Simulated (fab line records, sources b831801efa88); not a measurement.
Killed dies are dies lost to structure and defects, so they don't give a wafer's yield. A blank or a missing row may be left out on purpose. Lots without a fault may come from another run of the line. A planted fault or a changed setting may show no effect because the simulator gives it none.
fab line records | flow sky130
record lots=6 wafers=18 last_day=50
route steps=708 shown LI_CONTACT@370 PAD_OPEN@708
lots that met no fault: from a run of the same line without faults
start_h: hours from the record's first day to the start of the lot's first wafer shown | wait_h: hours since the lot's step before | " the same as in the row above | L1.1+2: a row that stands for several wafers | - no value, or no start given | * or withheld: withheld | < > ~ a bound
route shown NAME@n: a module of which the file shows steps, and the number in the route of the first | usual: mean/standard deviation of fault-free wafers | same: alike in all rows | chamber/n: place in a boat | sites: the reading at each site | _std_site: their standard deviation | _edge_site: outer sites' mean less inner sites' | radius_mm: how far each site lies from the wafer's centre | mask NAME#n: copy n | behind: the tool/chamber that last shaped the wafer | hold: why the lot was held/for how many hours/how that ended | device: the transistor (n, p or np) that didn't switch | end of line: the same wafers' tests at the end of the route | a step without rows: its recipe alone | killed: dies lost to structure and defects at the first sort, not the wafer's yield | map: a wafer's dies, x killed, . not, _ none there
set.NAME: the setting as run; set.NAME@STEP: as run at that earlier step | model.NAME: the simulator's own value behind a step, which no gauge read
lots at some steps of the route; a table a step, a row a wafer
services: from which hour (start_h, from the record's first day; less than 0 if before it) a tool's chamber was out of use, for how many hours, and why
## steps
# step SKY_LI_CONTACT_SOFTBAKE_08
# recipe temp_c=100 time_s=90 resist=KrF-thick
# step SKY_LI_CONTACT_EXPOSE_09
# recipe mask_id=LICM1 na=0.8 source_shape=annular sigma_inner=0.55 sigma_outer=0.85 target_cd_nm=170 dose_mj=38
# step SKY_LI_CONTACT_PEB_10
# recipe peb_temp_c=withheld peb_time_s=withheld resist=KrF-thick
# step SKY_LI_CONTACT_DEVELOP_11
# recipe develop_time_s=60 resist=KrF-thick dev_temp_c=21
# step SKY_LI_CONTACT_CD_MEAS_12
# recipe target_cd_nm=170
# usual cd_nm=169.6/1.7
# columns lot.wafer tool chamber start_h wait_h cd_nm
L894.2 cd_sem-01 - 768.35 - 172.8
L894.4 " - " " 173.4
L894.6 " - " " 173.6
L895.1 cd_sem-02 - 775.93 - 169.9
L895.3 " - " " 171.1
L895.6 " - " " 169.2
L897.2 cd_sem-02 - 791.21 - 171.2
L897.4 " - " " 170.5
L897.5 " - " " 170.4
L898.1 cd_sem-02 - 805.88 - 168.7
L898.2 " - " " 169.4
L898.6 " - " " 167.4
L903.2 cd_sem-02 - 835.21 - 169.6
L903.4 " - " " 170.0
L903.6 " - " " 168.6
L904.2 cd_sem-01 - 846.40 - 170.4
L904.3 " - " " 170.3
L904.5 " - " " 169.3
# step SKY_LI_CONTACT_OVL_MEAS_13
# usual LI_CONTACT_OVL=0/6.2
# columns lot.wafer tool chamber start_h wait_h LI_CONTACT_OVL[nm]
L894.2 overlay-02 - 768.46 0.1 4
L894.4 " - " " 9
L894.6 " - " " 2
L895.1 overlay-01 - 776.05 0.1 -8
L895.3 " - " " -15
L895.6 " - " " -11
L897.2 overlay-01 - 791.32 0.1 0
L897.4 " - " " 0
L897.5 " - " " -5
L898.1 overlay-01 - 806.00 0.1 0
L898.2 " - " " -7
L898.6 " - " " -1
L903.2 overlay-01 - 835.32 0.1 -8
L903.4 " - " " -3
L903.6 " - " " -4
L904.2 overlay-01 - 846.51 0.1 -2
L904.3 " - " " 2
L904.5 " - " " 0
# step SKY_LI_CONTACT_ETCH_14
# recipe chemistry=N2/H2 target=BARC ion_energy_ev=200 source_w=500 bias_w=100 pressure_mtorr=30 n2_flow_sccm=100 h2_flow_sccm=200 stop_on=SiO2 time_s=45.9 target_depth_a=600
# usual drypump_motor_current_A=5.8/0.54 oes_product_au=0.854/0.0045 throttle_valve_pct=13.224/0.009
# columns lot.wafer tool chamber start_h wait_h drypump_motor_current_A oes_product_au rf_hours_counter_h throttle_valve_pct
L894.2 rie_diel-04 2 768.49 0.0 5.9 0.857 31 13.207
L894.4 " 3 " " 5.2 0.852 9 13.230
L894.6 " 3 " " 5.2 0.858 - 13.205
L895.1 rie_diel-02 0 776.09 0.0 6.2 0.858 3 13.236
L895.3 " 2 " " 5.4 0.852 8 13.221
L895.6 " 2 " " 5.5 0.852 - 13.220
L897.2 rie_diel-04 0 791.35 0.0 6.1 0.852 12 13.231
L897.4 " 1 " " 5.1 0.863 16 13.229
L897.5 " 2 " " 5.9 0.853 - 13.221
L898.1 rie_diel-01 1 806.04 0.0 6.6 0.859 19 13.205
L898.2 " 0 " " 6.2 0.854 19 13.238
L898.6 " 1 " " 6.5 0.865 - 13.226
L903.2 rie_diel-01 0 835.35 0.0 6.2 0.852 20 13.220
L903.4 " 3 " " 5.4 0.851 1 13.217
L903.6 " 1 " " 6.5 0.856 - 13.209
L904.2 rie_diel-04 2 846.54 0.0 5.9 0.855 1 13.216
L904.3 " 1 " " 5.0 0.854 18 13.222
L904.5 " 2 " " 5.9 0.854 - 13.231
# step SKY_LI_CONTACT_ETCH_15
# recipe target=PSG chemistry=C4F8/O2/Ar stop_on=Si taper_deg=4.15 mask_material=KrF-thick source_w=1500 bias_w=1200 pressure_mtorr=40 c4f8_flow_sccm=withheld O2_flow_sccm=6 Ar_flow_sccm=300 time_s=withheld target_depth_a=6000
# usual oes_product_au=0.837/0.0045
# columns lot.wafer tool chamber start_h wait_h oes_product_au
L894.2 rie_diel-04 2 768.53 0.0 0.839
L894.4 " 3 " " 0.835
L894.6 " 3 " " 0.842
L895.1 rie_diel-02 0 776.13 0.0 0.845
L895.3 " 2 " " 0.835
L895.6 " 2 " " 0.836
L897.2 rie_diel-04 0 791.39 0.0 0.832
L897.4 " 1 " " 0.840
L897.5 " 2 " " 0.837
L898.1 rie_diel-01 1 806.08 0.0 0.835
L898.2 " 0 " " 0.841
L898.6 " 1 " " 0.837
L903.2 rie_diel-01 0 835.39 0.0 0.832
L903.4 " 3 " " 0.835
L903.6 " 1 " " 0.848
L904.2 rie_diel-04 2 846.58 0.0 0.834
L904.3 " 1 " " 0.835
L904.5 " 2 " " 0.832
# step SKY_LI_CONTACT_STRIP_16
# recipe chemistry=O2/N2 power_w=1400 pressure_mtorr=1500 platen_temp_c=withheld o2_flow_sccm=3000 n2_flow_sccm=300 overash_fraction=0.5
# usual drypump_motor_current_A=5.93/0.28 oes_product_au=0.376/0.0049 strip_time_to_endpoint_s=3.50/0.045
# columns lot.wafer tool chamber start_h wait_h drypump_motor_current_A oes_product_au rf_hours_counter_h strip_time_to_endpoint_s
L894.2 plasma_asher-01 0 768.61 - 5.83 0.388 3 3.54
L894.4 " 1 " " 5.46 0.382 - 3.56
L894.6 " 1 " " 5.49 0.383 - 3.55
L895.1 plasma_asher-03 0 776.21 - 5.70 0.374 63 3.52
L895.3 " 0 " " 5.71 0.381 - 3.51
L895.6 " 1 " " 6.14 0.381 - 3.49
L897.2 plasma_asher-03 0 791.47 - 5.70 0.377 64 3.49
L897.4 " 1 " " 6.17 0.374 - 3.51
L897.5 " 0 " " 5.71 0.379 - 3.52
L898.1 plasma_asher-02 1 806.16 - 6.35 0.381 102 3.50
L898.2 " 0 " " 6.09 0.379 102 3.47
L898.6 " 1 " " 6.30 0.382 - 3.53
L903.2 plasma_asher-02 0 835.47 - 6.01 0.369 105 3.48
L903.4 " 0 " " 6.05 0.379 - 3.52
L903.6 " 1 " " 6.33 0.372 - 3.49
L904.2 plasma_asher-02 0 846.66 - 6.08 0.389 106 3.58
L904.3 " 1 " " 6.33 0.368 - 3.45
L904.5 " 0 " " 6.11 0.375 - 3.59
# step SKY_LI_CONTACT_CLEAN_17
# recipe chemistry=NMP time_s=600 temp_c=60 dry=n2_spin
# step SKY_LI_CONTACT_PRE_CLEAN_18
# recipe gas=Ar time_s=5.6 bias_v=358
# step SKY_LI_CONTACT_SPUTTER_19
# recipe material=Ti target_thk_nm=20 chamber_pressure_pa=5 power_w=2500 substrate_temp_c=200 time_s=106.37
# usual chamber_pressure_pa=5.000/0.01 substrate_temp_c=199.99/0.17 throttle_valve_pct=29.8/1.2
# columns lot.wafer tool chamber start_h wait_h chamber_pressure_pa substrate_temp_c throttle_valve_pct
L894.2 pvd_sputter-01 - 768.92 0.0 4.990 199.74 29.2
L894.4 " - " " 5.008 200.10 29.3
L894.6 " - " " 5.002 200.12 30.0
L895.1 pvd_sputter-01 - 776.51 0.0 5.006 200.18 30.0
L895.3 " - " " 4.991 200.23 29.2
L895.6 " - " " 5.001 199.86 29.3
L897.2 pvd_sputter-04 - 791.78 0.0 5.017 199.76 30.1
L897.4 " - " " 4.997 199.87 30.5
L897.5 " - " " 5.000 199.90 30.0
L898.1 pvd_sputter-04 - 806.47 0.0 5.008 200.26 29.9
L898.2 " - " " 5.003 199.73 29.4
L898.6 " - " " 5.007 199.91 30.5
L903.2 pvd_sputter-01 - 835.78 0.0 4.996 199.96 26.2
L903.4 " - " " 4.988 199.92 29.5
L903.6 " - " " 4.997 200.03 29.5
L904.2 pvd_sputter-01 - 846.96 0.0 4.988 200.03 29.1
L904.3 " - " " 5.016 199.96 29.9
L904.5 " - " " 4.993 200.20 26.5
# step SKY_LI_CONTACT_SPUTTER_20
# recipe material=TiN target_thk_nm=20 chamber_pressure_pa=5 power_w=4000 time_s=80
# usual chamber_pressure_pa=4.999/0.0098 throttle_valve_pct=29.7/1.2
# columns lot.wafer tool chamber start_h wait_h chamber_pressure_pa throttle_valve_pct model.TiN_of_LI_CONTACT_SPUTTER_20.thk_nm
L894.2 pvd_sputter-01 - 769.00 0.0 5.002 29.1 20.51
L894.4 " - " " 4.993 29.2 19.93
L894.6 " - " " 4.271 32.2 22.93
L895.1 pvd_sputter-01 - 776.58 0.0 4.267 32.4 22.99
L895.3 " - " " 5.000 29.5 19.84
L895.6 " - " " 4.995 29.4 19.91
L897.2 pvd_sputter-04 - 791.86 0.0 5.005 30.0 19.91
L897.4 " - " " 4.987 30.5 19.99
L897.5 " - " " 5.002 30.1 19.95
L898.1 pvd_sputter-04 - 806.55 0.0 5.001 30.0 20.28
L898.2 " - " " 5.015 29.3 20.69
L898.6 " - " " 4.998 30.9 20.24
L903.2 pvd_sputter-01 - 835.86 0.0 4.996 26.7 19.91
L903.4 " - " " 4.999 29.1 20.02
L903.6 " - " " 4.990 29.0 20.09
L904.2 pvd_sputter-01 - 847.03 0.0 5.006 29.2 20.17
L904.3 " - " " 4.999 30.0 19.49
L904.5 " - " " 4.996 26.4 19.97
# step SKY_LI_CONTACT_CVD_21
# recipe material=W target_thk_nm=400 time_s=120.56 temp_c=400 pressure_torr=40
# usual heater_power_w=821/100 susceptor_temp_C=400.03/0.24
# columns lot.wafer tool chamber start_h wait_h heater_power_w susceptor_temp_C
L894.2 cvd_w-01 0 769.06 0.0 914 400.13
L894.4 " 0 " " 923 400.01
L894.6 " 0 " " 916 400.52
L895.1 cvd_w-01 1 776.64 0.0 712 400.22
L895.3 " 1 " " 715 400.72
L895.6 " 1 " " 699 400.11
L897.2 cvd_w-02 0 791.96 0.1 928 400.04
L897.4 " 0 " " 939 399.87
L897.5 " 0 " " 920 400.00
L898.1 cvd_w-01 1 806.61 0.0 701 399.85
L898.2 " 0 " " 903 399.68
L898.6 " 1 " " 700 399.97
L903.2 cvd_w-01 1 835.92 0.0 700 400.06
L903.4 " 1 " " 698 400.36
L903.6 " 0 " " 911 400.15
L904.2 cvd_w-01 0 847.10 0.0 916 400.23
L904.3 " 0 " " 914 400.09
L904.5 " 0 " " 904 400.10
# step SKY_PAD_OPEN_PROBE_99
# usual killed_at_M0_to_M3=43/6.8 killed_at_M4_up=3.3/2.1 killed_at_contacts=24/5 killed_at_front_end=15/4.4 killed_at_other=0.3/0.57 killed_dies=86/9.7 killed_open=47/7.3 killed_short=39/6.1
# same gross_dies=492 killed_at_back_side=0
# columns lot.wafer tool chamber start_h wait_h killed_at_M0_to_M3 killed_at_M4_up killed_at_contacts killed_at_front_end killed_at_other killed_dies killed_open killed_short
L897.2 prober-02 - 1157.37 0.1 46 3 29 20 0 98 51 45
L897.4 prober-02 - 1157.47 0.2 38 5 34 16 0 93 55 37
L897.5 prober-02 - 1157.52 0.2 39 1 29 13 0 82 46 36
# killed by level:class
L897.2 CONTACT:geometric_particle:open=11 VIA1:geometric_particle:short=10 VIA1:geometric_particle:open=8 LI_CONTACT:geometric_particle:open=8 VIA2:geometric_particle:open=7 FIELD_ISO:geometric_particle:open=6 CONTACT:geometric_particle:short=5 FIELD_ISO:geometric_particle:short=4
L897.4 LI_CONTACT:geometric_particle:open=11 VIA1:geometric_particle:open=11 CONTACT:geometric_particle:open=10 VIA1:geometric_particle:short=6 VIA3:geometric_particle:open=6 POLY_GATE:geometric_particle:open=5 METAL2:geometric_particle:short=5 VIA2:geometric_particle:open=5
L897.5 VIA1:geometric_particle:open=12 CONTACT:geometric_particle:short=8 LI_CONTACT:geometric_particle:open=6 CONTACT:geometric_particle:open=6 VIA1:geometric_particle:short=6 FIELD_ISO:geometric_particle:short=4 LOCAL_INTERCONNECT:geometric_particle:open=4 VIA2:geometric_particle:open=4
## services
# columns tool chamber start_h hours kind
pvd_sputter-01 0 748.52 - consumable_replace:kit
pvd_sputter-01 0 748.52 18.0 scheduled_down
pvd_sputter-01 0 748.52 18.0 vent_cycle
rie_diel-04 2 753.75 4.8 repair
plasma_asher-01 - 774.43 13.9 repair
rie_diel-01 - 778.92 14.6 pm
cvd_w-02 1 784.02 8.4 repair
cvd_w-02 0 787.29 4.1 repair
rie_diel-01 3 798.02 - clean
rie_diel-01 3 798.02 16.7 scheduled_down
rie_diel-01 3 798.02 16.7 vent_cycle
rie_diel-02 3 805.75 4.0 repair
rie_diel-04 2 808.00 - clean
rie_diel-04 2 808.00 15.8 scheduled_down
rie_diel-04 2 808.00 15.8 vent_cycle
rie_diel-01 - 810.07 4.3 pm
pvd_sputter-04 - 833.94 1.9 repair
rie_diel-01 2 835.60 8.4 repair
cvd_w-02 - 840.21 1.0 repair
## key
first_sign step=SKY_LI_CONTACT_SPUTTER_20 reading=chamber_pressure_pa direction=down sigmas=75 usual=4.999 struck=4.269
effect none on later readings
model_effect step=SKY_LI_CONTACT_SPUTTER_20 value=TiN_of_LI_CONTACT_SPUTTER_20.thk_nm without=19.98 struck=22.96
met_at SKY_LI_CONTACT_SPUTTER_20
struck_wafers L894.6,L895.1
tester_left_out L894,L895
fault kind=process_parameter_drift tool=pvd_sputter-01 chamber=- onset_h=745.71 steps=SKY_LI_CONTACT_SPUTTER_20 channel=chamber_pressure_pa offset=-0.72446 shape=step end_h=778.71 acts_in=these_recipes_only stated=5 scope=struck_wafers_only
# tester_left_out: of these lots the tester's yield and bins aren't shown, on N5 and GAA mostly nor the transistor test; their killed dies are dies lost to structure and defects alone, not to doping, threshold or leakage, so they don't give the yield
